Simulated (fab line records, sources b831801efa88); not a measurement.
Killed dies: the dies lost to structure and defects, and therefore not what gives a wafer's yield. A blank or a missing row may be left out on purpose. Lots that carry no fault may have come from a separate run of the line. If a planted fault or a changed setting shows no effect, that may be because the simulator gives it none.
fab line records	flow sky130
[record] lots = 11	wafers = 33	lastDay = 49
route steps=708 shown LDD_P@266 LDD_LDN@302 SPACER@304 POLY_CUT@319 PAD_OPEN@708
lots with no fault: from the same line, run without faults
startH: the number of hours between the record's first day and the start of the first shown wafer of the lot	waitH: hours elapsed since this lot's preceding step	" the same as in the row above	L1.1+2: a single row standing in for several wafers	- no value, or no start was given	* or withheld: withheld	< > ~ a bound
route shown NAME@n: a module of which the file shows steps, and the number in the route of the first	usual: the fault-free wafers' mean and standard deviation	same: alike in all rows	chamber/n: place in a boat	sites: each site's reading	_std_site: their standard deviation	_edge_site: mean of outer sites minus mean of inner sites	radiusMm: how far each site lies from the wafer's centre	mask NAME#n: copy n	behind: the most recent tool/chamber to have shaped the wafer	hold: what put the lot on hold/how long, in hours/how the hold closed	device: the n, p or np transistor that did not switch	end of line: tests of these same wafers at the route's end	a step without rows: its recipe alone	killed: dies that structure and defects cost at the first sort, which is not the same as the wafer's yield	map: a wafer's dies, x killed, . not, _ none there
set.NAME: the setting as run; set.NAME@STEP: as run at that earlier step	model.NAME: the simulator's own value behind a step, which no gauge read
steps of the route over a sample of lots; a table a step, a row a wafer
services: when a tool's chamber went out of use (startH, in hours from the record's first day, below 0 if earlier), for how many hours, and the reason
[[steps]]
[step SKY_LDD_P_TW_MEAS_11]
[usual] LDD_P_TW = 643/5.5
lot.wafer	tool	chamber	startH	waitH	LDD_P_TW
L883.1	filmMetro-04	-	452.88	0.1	644
L883.3	"	-	"	"	644
L883.4	"	-	"	"	643
L885.3	filmMetro-04	-	480.84	0.1	645
L885.4	"	-	"	"	644
L885.6	"	-	"	"	648
L886.1	filmMetro-04	-	486.58	0.1	643
L886.3	"	-	"	"	646
L886.6	"	-	"	"	646
L887.3	filmMetro-01	-	502.25	0.1	646
L887.4	"	-	"	"	644
L887.6	"	-	"	"	643
L888.4	filmMetro-02	-	505.66	0.1	636
L888.5	"	-	"	"	633
L888.6	"	-	"	"	635
L889.1	filmMetro-01	-	518.45	0.1	645
L889.2	"	-	"	"	644
L889.4	"	-	"	"	646
L891.1	filmMetro-04	-	530.55	0.1	650
L891.4	"	-	"	"	649
L891.6	"	-	"	"	648
L890.2	filmMetro-04	-	531.53	0.1	651
L890.5	"	-	"	"	648
L890.6	"	-	"	"	652
L892.3	filmMetro-04	-	538.65	0.1	652
L892.4	"	-	"	"	650
L892.6	"	-	"	"	650
L899.2	filmMetro-02	-	597.48	0.1	634
L899.4	"	-	"	"	634
L899.6	"	-	"	"	634
L900.1	filmMetro-01	-	607.23	0.1	642
L900.4	"	-	"	"	643
L900.6	"	-	"	"	645
[step SKY_LDD_LDN_TW_MEAS_13]
[usual] LDD_LDN_TW = 1485/12
lot.wafer	tool	chamber	startH	waitH	LDD_LDN_TW
L883.1	filmMetro-01	-	542.31	0.1	1490
L883.3	"	-	"	"	1492
L883.4	"	-	"	"	1492
L885.3	filmMetro-03	-	569.20	0.1	1488
L885.4	"	-	"	"	1487
L885.6	"	-	"	"	1485
L886.1	filmMetro-03	-	576.71	0.1	1481
L886.3	"	-	"	"	1479
L886.6	"	-	"	"	1484
L887.3	filmMetro-01	-	591.60	0.1	1494
L887.4	"	-	"	"	1490
L887.6	"	-	"	"	1490
L888.4	filmMetro-01	-	594.61	0.1	1499
L888.5	"	-	"	"	1494
L888.6	"	-	"	"	1499
L889.1	filmMetro-02	-	607.86	0.1	1480
L889.2	"	-	"	"	1479
L889.4	"	-	"	"	1479
L891.1	filmMetro-01	-	619.98	0.1	1496
L891.4	"	-	"	"	1493
L891.6	"	-	"	"	1497
L890.2	filmMetro-02	-	620.11	0.1	1478
L890.5	"	-	"	"	1479
L890.6	"	-	"	"	1484
L892.3	filmMetro-03	-	626.27	0.1	1483
L892.4	"	-	"	"	1470
L892.6	"	-	"	"	1482
L899.2	filmMetro-01	-	683.73	0.1	1494
L899.4	"	-	"	"	1510
L899.6	"	-	"	"	1507
L900.1	filmMetro-01	-	693.35	0.1	1500
L900.4	"	-	"	"	1499
L900.6	"	-	"	"	1495
[step SKY_SPACER_CVD_00]
[recipe] material = Si3N4	precursor = DCS/NH3	targetThkNm = 43.1	tempC = 770	timeS = 740	pressureMtorr = 250
[usual] spikeTcCentreC = 771.3/1.4	spikeTcLowerC = 770.5/0.96	zonePowerBottomPct = 20.6/0.73	zonePowerCentrePct = 13.4/0.33	zonePowerLowerPct = 11.77/0.15
lot.wafer	tool	chamber	startH	waitH	spikeTcCentreC	spikeTcLowerC	zonePowerBottomPct	zonePowerCentrePct	zonePowerLowerPct
L883.1	lpcvd-02	0	555.79	13.4	769.1	770.1	21.4	12.8	12.19
L883.3	"	0	"	"	770.8	771.5	21.7	12.9	11.68
L883.4	"	0	"	"	768.4	769.6	22.1	12.8	11.68
L885.3	lpcvd-02	0	569.62	0.3	770.4	771.0	21.9	12.8	12.11
L885.4	"	0	"	"	770.9	771.8	22.4	12.8	11.90
L885.6	"	0	"	"	769.3	770.8	22.1	12.9	11.69
L886.1	lpcvd-02	1	577.25	0.4	770.6	768.4	20.1	13.6	11.78
L886.3	"	1	"	"	771.9	769.9	20.7	13.5	11.60
L886.6	"	1	"	"	772.6	771.1	20.0	13.7	11.94
L887.3	lpcvd-02	0	591.69	0.0	769.7	772.1	21.7	12.9	11.98
L887.4	"	0	"	"	768.9	771.7	22.1	12.8	12.07
L887.6	"	0	"	"	770.0	770.6	21.5	12.8	11.74
L888.4	lpcvd-02	1	594.69	0.0	771.5	770.7	20.2	13.5	11.96
L888.5	"	1	"	"	772.7	771.8	20.3	13.5	11.79
L888.6	"	1	"	"	771.4	768.9	20.3	13.7	11.97
L889.1	lpcvd-02	1	609.38	1.4	772.5	770.9	20.2	13.4	11.67
L889.2	"	1	"	"	772.0	770.2	20.6	13.7	11.66
L889.4	"	1	"	"	773.2	771.4	20.3	13.5	11.79
L890.2	lpcvd-02	1	620.66	0.4	770.4	770.0	20.1	13.7	11.75
L890.5	"	1	"	"	773.7	772.0	20.3	13.3	11.74
L890.6	"	1	"	"	771.7	771.7	20.1	13.5	11.78
L891.1	lpcvd-02	1	620.66	0.6	772.6	770.7	20.4	13.4	11.50
L891.4	"	1	"	"	772.5	771.0	20.0	13.6	12.08
L891.6	"	1	"	"	770.5	770.4	20.1	13.7	11.87
L892.3	lpcvd-02	1	626.36	0.0	772.4	770.2	20.3	13.7	11.78
L892.4	"	1	"	"	770.9	768.4	20.0	13.5	11.66
L892.6	"	1	"	"	772.5	772.2	20.4	13.5	11.69
L899.2	lpcvd-02	1	683.83	0.0	767.9	808.5	16.2	8.4	21.45
L899.4	"	1	"	"	767.2	807.5	16.2	8.6	21.27
L899.6	"	1	"	"	765.8	809.1	16.0	8.5	21.87
L900.1	lpcvd-02	1	693.46	0.0	766.8	809.2	15.8	8.5	21.86
L900.4	"	1	"	"	765.2	809.7	16.3	8.6	21.54
L900.6	"	1	"	"	767.8	809.4	15.9	8.5	21.62
[step SKY_SPACER_THK_MEAS_01]
[recipe] reads = Si3N4_of_SPACER_CVD_00
[usual] SPACER_CVD_00_THK = 43.1/0.5
lot.wafer	tool	chamber	startH	waitH	SPACER_CVD_00_THK[nm]
L883.1	filmMetro-04	-	557.00	0.0	42.4
L883.3	"	-	"	"	42.5
L883.4	"	-	"	"	42.4
L885.3	filmMetro-02	-	570.85	0.0	41.9
L885.4	"	-	"	"	42.4
L885.6	"	-	"	"	42.2
L886.1	filmMetro-04	-	578.46	0.0	43.0
L886.3	"	-	"	"	43.1
L886.6	"	-	"	"	43.1
L887.3	filmMetro-04	-	592.91	0.0	43.1
L887.4	"	-	"	"	42.8
L887.6	"	-	"	"	43.3
L888.4	filmMetro-04	-	595.92	0.0	42.9
L888.5	"	-	"	"	43.1
L888.6	"	-	"	"	42.8
L889.1	filmMetro-01	-	610.59	0.0	42.9
L889.2	"	-	"	"	43.0
L889.4	"	-	"	"	43.0
L891.1	filmMetro-04	-	621.87	0.0	43.1
L891.4	"	-	"	"	42.9
L891.6	"	-	"	"	43.0
L890.2	filmMetro-02	-	621.88	0.0	43.6
L890.5	"	-	"	"	43.4
L890.6	"	-	"	"	43.5
L892.3	filmMetro-04	-	627.58	0.0	42.9
L892.4	"	-	"	"	43.0
L892.6	"	-	"	"	42.9
L899.2	filmMetro-04	-	685.05	0.0	50.9
L899.4	"	-	"	"	47.5
L899.6	"	-	"	"	44.4
L900.1	filmMetro-04	-	694.66	0.0	53.4
L900.4	"	-	"	"	47.4
L900.6	"	-	"	"	44.6
[step SKY_SPACER_ETCHBACK_02]
[recipe] chemistry = CH3F/O2	target = Si3N4	stopOn = SiO2	sourceW = 400	biasW = 80	pressureMtorr = 25	ch3fFlowSccm = 40	O2_flow_sccm = 30	timeS = 46.7	targetDepthA = 450
[usual] drypumpMotorCurrentA = 5.7/0.47	oesProductAu = 0.855/0.0075	rfFwdPowerW = 396.1/1.6	throttleValvePct = 10.562/0.0087
lot.wafer	tool	chamber	startH	waitH	drypumpMotorCurrentA	oesProductAu	rfFwdPowerW	rfHoursCounterH	throttleValvePct
L883.1	rieDiel-02	0	557.06	0.1	5.5	0.852	395.5	8	10.568
L883.3	"	3	"	"	6.0	0.846	395.9	9	10.556
L883.4	"	2	"	"	5.9	0.858	397.2	51	10.556
L885.3	rieDiel-01	3	570.89	0.0	5.5	0.842	397.8	0	10.564
L885.4	"	2	"	"	5.6	0.855	397.0	-	10.562
L885.6	"	3	"	"	5.5	0.845	397.3	-	10.554
L886.1	rieDiel-03	2	578.52	0.1	5.4	0.859	397.9	1	10.564
L886.3	"	3	"	"	5.9	0.857	396.7	60	10.566
L886.6	"	2	"	"	5.4	0.851	397.2	-	10.545
L887.3	rieDiel-02	3	592.95	0.0	6.0	0.848	396.8	10	10.566
L887.4	"	2	"	"	5.9	0.856	394.9	52	10.557
L887.6	"	0	"	"	5.5	0.851	396.4	-	10.581
L888.4	rieDiel-01	0	595.95	0.0	5.9	0.852	394.3	1	10.569
L888.5	"	3	"	"	5.5	0.856	395.2	-	10.566
L888.6	"	0	"	"	5.9	0.845	396.1	-	10.546
L889.1	rieDiel-02	3	610.65	0.1	6.0	0.857	395.4	11	10.582
L889.2	"	1	"	"	6.7	0.851	393.5	7	10.559
L889.4	"	2	"	"	5.9	0.849	395.5	52	10.571
L890.2	rieDiel-01	1	621.93	0.0	5.1	0.864	396.4	65	10.552
L890.5	"	2	"	"	5.6	0.859	396.3	-	10.554
L890.6	"	1	"	"	5.1	0.857	395.6	-	10.559
L891.1	rieDiel-02	3	621.93	0.1	6.0	0.849	397.1	11	10.559
L891.4	"	0	"	"	5.4	0.850	396.7	10	10.561
L891.6	"	2	"	"	5.9	0.860	395.8	-	10.548
L892.3	rieDiel-01	3	627.62	0.0	5.5	0.855	396.7	1	10.530
L892.4	"	0	"	"	5.9	0.859	395.4	2	10.575
L892.6	"	3	"	"	5.5	0.851	397.9	-	10.563
L899.2	rieDiel-03	0	685.10	0.0	5.0	0.942	394.1	44	10.567
L899.4	"	1	"	"	6.5	0.900	394.9	-	10.567
L899.6	"	0	"	"	5.0	0.865	393.4	-	10.564
L900.1	rieDiel-01	0	694.72	0.1	5.9	0.970	398.5	3	10.577
L900.4	"	1	"	"	5.1	0.906	397.2	1	10.563
L900.6	"	3	"	"	5.5	0.869	398.4	-	10.559
[step SKY_POLY_CUT_STRIP_12]
[recipe] chemistry = O2/N2	powerW = 1400	pressureMtorr = 1500	platenTempC = withheld	o2FlowSccm = 3000	n2FlowSccm = 300	overashFraction = 0.5
[usual] drypumpMotorCurrentA = 5.83/0.3	oesProductAu = 0.452/0.0042	stripTimeToEndpointS = 5.354/0.016
lot.wafer	tool	chamber	startH	waitH	drypumpMotorCurrentA	oesProductAu	rfHoursCounterH	stripTimeToEndpointS
L883.1	plasmaAsher-04	1	587.46	0.0	5.52	0.446	47	5.330
L883.3	"	0	"	"	5.84	0.453	-	5.375
L883.4	"	1	"	"	5.54	0.458	-	5.333
L885.3	plasmaAsher-03	0	600.19	0.1	5.68	0.453	-	5.366
L885.4	"	1	"	"	5.66	0.451	-	5.365
L885.6	"	1	"	"	5.71	0.449	-	5.362
L886.1	plasmaAsher-03	1	608.48	0.0	5.69	0.457	74	5.352
L886.3	"	0	"	"	5.66	0.453	-	5.371
L886.6	"	0	"	"	5.70	0.450	-	5.348
L887.3	plasmaAsher-01	0	622.90	0.1	6.52	0.458	-	5.369
L887.4	"	1	"	"	6.02	0.458	-	5.373
L887.6	"	0	"	"	6.50	0.459	-	5.358
L888.4	plasmaAsher-01	1	625.64	0.1	6.01	0.456	-	5.359
L888.5	"	1	"	"	6.01	0.451	-	5.370
L888.6	"	0	"	"	6.53	0.456	-	5.351
L889.1	plasmaAsher-03	1	639.88	0.0	5.68	0.455	77	5.333
L889.2	"	0	"	"	5.65	0.450	77	5.352
L889.4	"	0	"	"	5.69	0.450	-	5.346
L891.1	plasmaAsher-03	1	651.06	0.0	5.71	0.438	78	5.364
L891.4	"	1	"	"	5.69	0.452	-	5.362
L891.6	"	0	"	"	5.65	0.453	-	5.348
L890.2	plasmaAsher-01	0	651.31	0.0	6.52	0.453	20	5.325
L890.5	"	1	"	"	6.03	0.456	-	5.363
L890.6	"	0	"	"	6.52	0.449	-	5.355
L892.3	plasmaAsher-01	1	656.69	0.1	6.00	0.449	-	5.340
L892.4	"	0	"	"	6.48	0.455	-	5.350
L892.6	"	0	"	"	6.49	0.445	-	5.372
L899.2	plasmaAsher-03	1	714.46	0.0	5.68	0.454	84	5.366
L899.4	"	0	"	"	5.67	0.456	-	5.388
L899.6	"	0	"	"	5.66	0.451	-	5.349
L900.1	plasmaAsher-01	0	723.08	0.0	6.51	0.446	27	5.333
L900.4	"	0	"	"	6.53	0.451	-	5.336
L900.6	"	1	"	"	6.04	0.452	-	5.347
[step SKY_PAD_OPEN_PROBE_99]
[usual] killed_at_M0_to_M3 = 44/7.5	killed_at_M4_up = 3.1/1.7	killedAtContacts = 24/6.2	killedAtFrontEnd = 15/4.2	killedAtOther = 0.4/0.58	killedDies = 85/10	killedOpen = 47/7.7	killedShort = 38/6.4
[same] grossDies = 492	killedAtBackSide = 0
lot.wafer	tool	chamber	startH	waitH	killed_at_M0_to_M3	killed_at_M4_up	killedAtContacts	killedAtFrontEnd	killedAtOther	killedDies	killedOpen	killedShort
L883.1	prober-02	-	1094.36	0.1	43	4	29	11	0	87	47	40
L883.3	prober-02	-	1094.46	0.2	42	4	26	13	0	85	37	48
L883.4	prober-02	-	1094.51	0.2	44	1	26	17	1	89	43	46
L885.3	prober-02	-	1103.72	0.2	31	5	21	21	2	80	43	37
L885.4	prober-02	-	1103.77	0.2	56	3	32	7	0	98	62	36
L885.6	prober-02	-	1103.87	0.2	49	4	23	13	1	90	50	40
L886.1	prober-01	-	1108.23	0.1	29	5	30	18	0	82	46	36
L886.3	prober-01	-	1108.33	0.2	30	3	20	13	0	66	38	28
L886.6	prober-01	-	1108.48	0.2	26	4	22	23	3	78	43	32
L888.4	prober-02	-	1123.28	0.2	45	1	21	6	1	74	46	28
L888.5	prober-02	-	1123.33	0.2	37	3	27	21	0	88	41	47
L888.6	prober-02	-	1123.38	0.2	37	4	22	10	0	73	35	38
L887.3	prober-01	-	1123.58	0.2	41	2	17	16	0	76	37	37
L887.4	prober-01	-	1123.63	0.2	46	4	18	23	0	91	51	39
L887.6	prober-01	-	1123.73	0.2	42	4	20	25	1	92	50	42
L889.1	prober-02	-	1129.90	0.1	35	5	37	15	0	92	45	47
L889.2	prober-02	-	1129.95	0.1	43	2	25	8	0	78	43	35
L889.4	prober-02	-	1130.05	0.2	49	7	25	11	0	92	53	38
L891.1	prober-01	-	1137.83	0.1	37	0	41	9	0	87	56	31
L891.4	prober-01	-	1137.98	0.2	49	3	29	15	1	97	57	37
L891.6	prober-01	-	1138.08	0.2	38	3	32	15	0	88	57	31
L890.2	prober-02	-	1139.56	0.1	51	4	22	17	1	95	51	43
L890.5	prober-02	-	1139.71	0.2	42	1	26	19	0	88	52	36
L890.6	prober-02	-	1139.76	0.2	33	3	29	13	1	79	48	31
L892.3	prober-01	-	1142.62	0.2	27	6	30	14	1	78	42	36
L892.4	prober-01	-	1142.67	0.2	27	6	18	11	0	62	37	25
L892.6	prober-01	-	1142.77	0.2	41	4	16	19	1	81	41	39
L899.2	prober-02	-	1178.13	0.1	40	4	22	17	0	83	44	37
L899.4	prober-02	-	1178.23	0.2	46	2	21	15	0	84	45	39
L899.6	prober-02	-	1178.33	0.2	41	1	24	16	0	82	43	38
L900.1	prober-01	-	1183.29	0.1	41	3	18	18	0	80	45	32
L900.4	prober-01	-	1183.44	0.2	38	3	19	14	0	74	39	34
L900.6	prober-01	-	1183.54	0.2	44	2	25	16	0	87	46	41
// killed by level:class
L883.1 VIA1:geometricParticle:open=10 CONTACT:geometricParticle:open=9 VIA1:geometricParticle:short=8 LI_CONTACT:geometricParticle:open=7 VIA3:geometricParticle:open=7 LOCAL_INTERCONNECT:geometricParticle:short=6 METAL2:geometricParticle:short=5 FIELD_ISO:geometricParticle:open=4
L883.3 METAL1:geometricParticle:short=9 CONTACT:geometricParticle:open=9 VIA3:geometricParticle:open=7 METAL2:geometricParticle:short=6 CONTACT:geometricParticle:short=6 VIA1:geometricParticle:short=5 VIA2:geometricParticle:open=5 FIELD_ISO:geometricParticle:open=4
L883.4 METAL1:geometricParticle:short=11 CONTACT:geometricParticle:open=9 VIA3:geometricParticle:open=9 LI_CONTACT:geometricParticle:open=7 METAL2:geometricParticle:short=7 VIA1:geometricParticle:open=6 FIELD_ISO:geometricParticle:short=5 FIELD_ISO:geometricParticle:open=4
L885.3 VIA1:geometricParticle:open=11 FIELD_ISO:geometricParticle:open=7 CONTACT:geometricParticle:open=7 VIA3:geometricParticle:open=6 FIELD_ISO:geometricParticle:short=5 LOCAL_INTERCONNECT:geometricParticle:short=5 METAL4:geometricParticle:short=5 POLY_GATE:geometricParticle:short=4
L885.4 VIA1:geometricParticle:open=13 CONTACT:geometricParticle:open=13 VIA3:geometricParticle:open=11 LI_CONTACT:geometricParticle:open=8 VIA2:geometricParticle:open=7 VIA2:geometricParticle:short=6 CONTACT:geometricParticle:short=6 VIA3:geometricParticle:short=5
L885.6 VIA1:geometricParticle:open=13 METAL1:geometricParticle:short=10 CONTACT:geometricParticle:open=9 POLY_GATE:geometricParticle:open=5 VIA3:geometricParticle:open=5 FIELD_ISO:geometricParticle:open=4 VIA2:geometricParticle:open=4 LI_CONTACT:geometricParticle:open=4
L886.1 VIA1:geometricParticle:open=13 CONTACT:geometricParticle:open=8 LOCAL_INTERCONNECT:geometricParticle:short=7 FIELD_ISO:geometricParticle:short=6 FIELD_ISO:geometricParticle:open=6 CONTACT:geometricParticle:short=5 METAL4:geometricParticle:short=5 LOCAL_INTERCONNECT:geometricParticle:open=4
L886.3 VIA1:geometricParticle:open=11 CONTACT:geometricParticle:short=7 FIELD_ISO:geometricParticle:open=5 CONTACT:geometricParticle:open=5 METAL1:geometricParticle:short=5 LI_CONTACT:geometricParticle:open=4 VIA3:geometricParticle:open=4 POLY_GATE:geometricParticle:open=3
L886.6 CONTACT:geometricParticle:open=10 VIA2:geometricParticle:open=7 POLY_GATE:geometricParticle:short=6 LI_CONTACT:geometricParticle:open=6 FIELD_ISO:geometricParticle:short=5 POLY_GATE:geometricParticle:open=4 VIA1:geometricParticle:open=4 METAL4:geometricParticle:short=3
L888.4 VIA1:geometricParticle:open=14 LI_CONTACT:geometricParticle:open=6 LOCAL_INTERCONNECT:geometricParticle:short=5 CONTACT:geometricParticle:open=5 VIA3:geometricParticle:short=5 VIA3:geometricParticle:open=5 POLY_GATE:geometricParticle:open=4 VIA2:geometricParticle:open=4
L888.5 CONTACT:geometricParticle:open=10 CONTACT:geometricParticle:short=8 POLY_GATE:geometricParticle:short=7 POLY_GATE:geometricParticle:open=7 VIA1:geometricParticle:open=7 METAL2:geometricParticle:short=7 VIA3:geometricParticle:open=7 VIA1:geometricParticle:short=6
L888.6 CONTACT:geometricParticle:open=9 VIA1:geometricParticle:open=7 METAL2:geometricParticle:short=7 VIA1:geometricParticle:short=6 LI_CONTACT:geometricParticle:open=4 CONTACT:geometricParticle:short=4 VIA3:geometricParticle:open=4 FIELD_ISO:geometricParticle:open=3
L887.3 METAL2:geometricParticle:short=9 VIA1:geometricParticle:open=8 POLY_GATE:geometricParticle:open=5 METAL1:geometricParticle:short=5 VIA2:geometricParticle:open=5 VIA3:geometricParticle:open=5 LOCAL_INTERCONNECT:geometricParticle:short=4 LI_CONTACT:geometricParticle:open=4
L887.4 VIA1:geometricParticle:open=13 VIA3:geometricParticle:open=7 LI_CONTACT:geometricParticle:open=6 VIA2:geometricParticle:open=6 POLY_GATE:geometricParticle:short=5 POLY_GATE:geometricParticle:open=5 CONTACT:geometricParticle:open=5 METAL1:geometricParticle:short=5
L887.6 VIA3:geometricParticle:open=10 VIA2:geometricParticle:open=9 FIELD_ISO:geometricParticle:open=6 POLY_GATE:geometricParticle:open=5 METAL1:geometricParticle:short=5 LI_CONTACT:geometricParticle:open=5 CONTACT:geometricParticle:short=5 POLY_GATE:geometricParticle:short=4
L889.1 CONTACT:geometricParticle:open=16 LOCAL_INTERCONNECT:geometricParticle:short=9 METAL1:geometricParticle:short=7 CONTACT:geometricParticle:short=6 VIA1:geometricParticle:open=6 POLY_GATE:geometricParticle:open=5 METAL2:geometricParticle:short=5 VIA3:geometricParticle:open=5
L889.2 CONTACT:geometricParticle:open=13 VIA1:geometricParticle:open=10 VIA1:geometricParticle:short=6 METAL2:geometricParticle:short=6 METAL1:geometricParticle:short=5 LI_CONTACT:geometricParticle:open=4 LOCAL_INTERCONNECT:geometricParticle:short=4 VIA2:geometricParticle:open=4
L889.4 VIA1:geometricParticle:open=23 CONTACT:geometricParticle:open=12 LOCAL_INTERCONNECT:geometricParticle:short=6 POLY_GATE:geometricParticle:short=5 METAL1:geometricParticle:short=5 VIA3:geometricParticle:open=5 METAL4:geometricParticle:short=5 VIA1:geometricParticle:short=4
L891.1 CONTACT:geometricParticle:open=18 VIA1:geometricParticle:open=12 CONTACT:geometricParticle:short=8 LI_CONTACT:geometricParticle:open=8 VIA2:geometricParticle:open=6 LI_CONTACT:geometricParticle:short=5 VIA1:geometricParticle:short=5 FIELD_ISO:geometricParticle:open=3
L891.4 VIA1:geometricParticle:open=18 CONTACT:geometricParticle:open=8 LI_CONTACT:geometricParticle:open=6 CONTACT:geometricParticle:short=6 VIA3:geometricParticle:open=6 METAL1:geometricParticle:short=5 METAL2:geometricParticle:short=5 VIA2:geometricParticle:open=5
L891.6 LI_CONTACT:geometricParticle:open=11 CONTACT:geometricParticle:open=11 VIA2:geometricParticle:open=9 VIA3:geometricParticle:open=9 VIA1:geometricParticle:open=6 FIELD_ISO:geometricParticle:short=5 LI_CONTACT:geometricParticle:short=5 FIELD_ISO:geometricParticle:open=3
L890.2 VIA1:geometricParticle:open=15 VIA3:geometricParticle:open=7 POLY_GATE:geometricParticle:short=7 LI_CONTACT:geometricParticle:open=7 CONTACT:geometricParticle:open=7 VIA1:geometricParticle:short=7 METAL1:geometricParticle:short=7 VIA2:geometricParticle:open=5
L890.5 CONTACT:geometricParticle:open=12 VIA1:geometricParticle:open=9 POLY_GATE:geometricParticle:short=6 LI_CONTACT:geometricParticle:open=6 VIA1:geometricParticle:short=6 VIA2:geometricParticle:open=6 METAL3:geometricParticle:short=5 FIELD_ISO:geometricParticle:open=5
L890.6 CONTACT:geometricParticle:open=12 VIA1:geometricParticle:open=8 LI_CONTACT:geometricParticle:open=5 CONTACT:geometricParticle:short=5 VIA3:geometricParticle:open=5 LOCAL_INTERCONNECT:geometricParticle:short=4 FIELD_ISO:geometricParticle:open=3 POLY_GATE:geometricParticle:short=3
L892.3 CONTACT:geometricParticle:open=10 CONTACT:geometricParticle:short=9 LI_CONTACT:geometricParticle:open=7 VIA2:geometricParticle:open=6 METAL4:geometricParticle:short=6 FIELD_ISO:geometricParticle:short=4 FIELD_ISO:geometricParticle:open=4 VIA1:geometricParticle:short=4
L892.4 VIA1:geometricParticle:open=8 CONTACT:geometricParticle:open=6 VIA1:geometricParticle:short=6 LI_CONTACT:geometricParticle:open=5 VIA2:geometricParticle:open=5 METAL4:geometricParticle:short=5 POLY_GATE:geometricParticle:short=4 CONTACT:geometricParticle:short=4
L892.6 METAL1:geometricParticle:short=8 VIA1:geometricParticle:open=8 FIELD_ISO:geometricParticle:short=7 CONTACT:geometricParticle:open=6 VIA2:geometricParticle:open=6 LI_CONTACT:geometricParticle:open=5 METAL2:geometricParticle:short=5 FIELD_ISO:geometricParticle:open=4
L899.2 VIA1:geometricParticle:open=10 LI_CONTACT:geometricParticle:open=9 FIELD_ISO:geometricParticle:short=7 VIA2:geometricParticle:open=7 CONTACT:geometricParticle:open=5 CONTACT:geometricParticle:short=5 METAL1:geometricParticle:short=5 METAL2:geometricParticle:short=5
L899.4 VIA1:geometricParticle:open=9 LI_CONTACT:geometricParticle:open=8 METAL2:geometricParticle:short=8 VIA2:geometricParticle:open=8 VIA3:geometricParticle:short=6 POLY_GATE:geometricParticle:open=5 CONTACT:geometricParticle:open=5 VIA3:geometricParticle:open=5
L899.6 LI_CONTACT:geometricParticle:open=11 METAL2:geometricParticle:short=7 VIA2:geometricParticle:open=7 FIELD_ISO:geometricParticle:short=6 VIA1:geometricParticle:open=6 FIELD_ISO:geometricParticle:open=4 CONTACT:geometricParticle:open=4 VIA1:geometricParticle:short=4
L900.1 VIA1:geometricParticle:open=8 LI_CONTACT:geometricParticle:open=7 VIA3:geometricParticle:open=7 FIELD_ISO:geometricParticle:short=6 POLY_GATE:geometricParticle:open=4 LOCAL_INTERCONNECT:geometricParticle:short=4 CONTACT:geometricParticle:open=4 VIA2:geometricParticle:open=4
L900.4 VIA1:geometricParticle:open=9 CONTACT:geometricParticle:open=8 LI_CONTACT:geometricParticle:open=5 METAL1:geometricParticle:short=5 VIA1:geometricParticle:short=5 VIA2:geometricParticle:open=5 CONTACT:geometricParticle:short=4 METAL2:geometricParticle:short=4
L900.6 CONTACT:geometricParticle:open=10 VIA1:geometricParticle:open=9 VIA3:geometricParticle:open=7 CONTACT:geometricParticle:short=6 VIA1:geometricParticle:short=6 FIELD_ISO:geometricParticle:short=5 METAL2:geometricParticle:short=5 POLY_GATE:geometricParticle:open=4
[[services]]
tool	chamber	startH	hours	kind
lpcvd-02	-	536.19	17.2	pm
rieDiel-01	3	542.65	-	clean
rieDiel-01	3	542.65	12.4	scheduledDown
rieDiel-01	3	542.65	12.4	ventCycle
plasmaAsher-01	-	543.53	1.4	repair
rieDiel-03	1	548.08	43.1	repair
rieDiel-01	-	556.66	2.8	pm
rieDiel-01	1	569.21	1.7	repair
rieDiel-01	2	571.19	10.1	repair
lpcvd-02	-	595.89	6.1	pm
rieDiel-02	-	598.61	2.8	pm
rieDiel-03	-	599.50	20.3	repair
rieDiel-01	1	628.10	-	clean
rieDiel-01	1	628.10	20.1	scheduledDown
rieDiel-01	1	628.10	20.1	ventCycle
rieDiel-02	-	662.93	0.4	repair
rieDiel-03	3	670.12	-	clean
rieDiel-03	3	670.12	22.3	scheduledDown
rieDiel-03	3	670.12	22.3	ventCycle
rieDiel-02	2	703.17	-	clean
rieDiel-02	2	703.17	22.7	scheduledDown
rieDiel-02	2	703.17	22.7	ventCycle
[[key]]
[firstSign] step = SKY_SPACER_CVD_00	reading = zonePowerLowerPct	direction = up	sigmas = 68	usual = 11.77	struck = 21.60
[effect] step = SKY_SPACER_CVD_00	reading = spikeTcLowerC	direction = up	sigmas = 40	usual = 770.5	struck = 808.9
[effect] step = SKY_SPACER_THK_MEAS_01	reading = SPACER_CVD_00_THK	direction = up	sigmas = 9.9	usual = 43.1	struck = 48.0
[effect] step = SKY_SPACER_ETCHBACK_02	reading = oesProductAu	direction = up	sigmas = 7.2	usual = 0.855	struck = 0.909
metAt SKY_SPACER_CVD_00
struckLots L899,L900
struckWafers L899.2,L899.4,L899.6,L900.1,L900.4,L900.6
testerLeftOut L899,L900
notActingAt SKY_LDD_P_TW_MEAS_11,SKY_LDD_LDN_TW_MEAS_13,SKY_POLY_CUT_STRIP_12
onsetBetween 626.36 683.83
[fault] kind = processParameterDrift	tool = lpcvd-02	chamber = 1	onsetH = 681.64	steps = SKY_SPACER_CVD_00	channel = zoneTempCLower	offset = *	shape = step	endH = 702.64
// testerLeftOut: of these lots the tester's yield and bins aren't shown, on N5 and GAA mostly nor the transistor test; their killed dies are dies lost to structure and defects alone, not to doping, threshold or leakage, so they don't give the yield
